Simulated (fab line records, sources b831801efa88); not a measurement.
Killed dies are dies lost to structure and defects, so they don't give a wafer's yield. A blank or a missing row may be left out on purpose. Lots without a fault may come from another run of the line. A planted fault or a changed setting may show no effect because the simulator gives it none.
One fault seen from 2 desks | flow sky130 | each desk has only its own numbers; what lay behind them comes last

THE METROLOGY DESK
What the gauges read, lot by lot, whatever tool the lot ran on: means of the sampled wafers that have a number. A lot is out of limits, marked OUT, if its mean lies more than 4 standard deviations from the usual mean; the brackets give that distance.
Columns: A = FIELD_ISO_OXIDATION_01_THK at SKY_FIELD_ISO_THK_MEAS_23, usual 10.07 nm; B = VT_ADJUST_NCORE_OVL at SKY_VT_ADJUST_NCORE_OVL_MEAS_08, usual -0.1 nm; C = POLY_GATE_OVL at SKY_POLY_GATE_OVL_MEAS_14, usual -1 nm
lot  | first seen here | A     | B    | C
L158 | day 2 08:32     | 10.01 | -1.0 | -8
L161 | day 3 02:42     | 10.35 | -0.7 | 6
L160 | day 3 02:43     | 9.89  | 0.7  | 1
L166 | day 4 03:41     | 10.00 | -0.9 | -8
L167 | day 4 08:56     | 10.08 | 0.4  | -4
L168 | day 4 13:01     | 10.18 | -1.0 | -3
L169 | day 4 18:53     | 10.31 | -1.1 | 3
L170 | day 4 23:20     | 9.97  | -0.4 | 14
L171 | day 5 08:47     | 10.08 | -0.4 | 0
L174 | day 5 20:20     | 9.94  | -0.3 | 3
L175 | day 6 01:56     | 9.86  | 0.4  | 0
L176 | day 6 07:58     | 10.26 | 0.9  | 3
L180 | day 7 05:17     | 9.99  | -3.0 | -7
L181 | day 7 09:29     | 9.65  | -1.0 | 8
This desk's finding: nothing out of limits on any of the 14 lots.

THE TOOL OWNER'S DESK: wet_bench-01
The tool's own readings at SKY_FIELD_ISO_WET_ETCH_18 (etches Si3N4 in H3PO4, target depth 25 nm, time 286 s): means of the sampled wafers that have a number, for each lot that ran on this tool. A lot is out of limits, marked OUT, if its mean lies more than 4 standard deviations from the usual mean; the brackets give that distance.
Columns: A = run_length_s at SKY_FIELD_ISO_WET_ETCH_18, usual 314 s
lot  | first seen here | A
L158 | day 2 06:11     | 314
L160 | day 2 20:05     | 311
L169 | day 4 17:26     | 311
L170 | day 4 21:53     | 311
L174 | day 5 18:14     | 465 (+42) OUT
L176 | day 6 02:11     | 464 (+42) OUT
This desk's finding: out of limits on L174, L176; first on L174, day 5 18:14 (run_length_s at SKY_FIELD_ISO_WET_ETCH_18). In limits: L158, L160, L169, L170.

PUT TOGETHER
The tool owner's desk could have raised an alarm at day 5 18:14, on L174, L176.
The metrology desk saw nothing out of limits.
The metrology desk has L174, L176 on record, within its limits.
Of the lots named, all ran SKY_FIELD_ISO_WET_ETCH_18 on wet_bench-01.

WHAT THE SIMULATOR HAD PUT IN
Process parameter drift: wet_bench-01, from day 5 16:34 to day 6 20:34, at SKY_FIELD_ISO_WET_ETCH_18. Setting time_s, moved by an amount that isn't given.
Lots struck among those shown: L174, L176.
Hours from the fault's start to each desk's first reading out of limits: the tool owner's desk, 2.
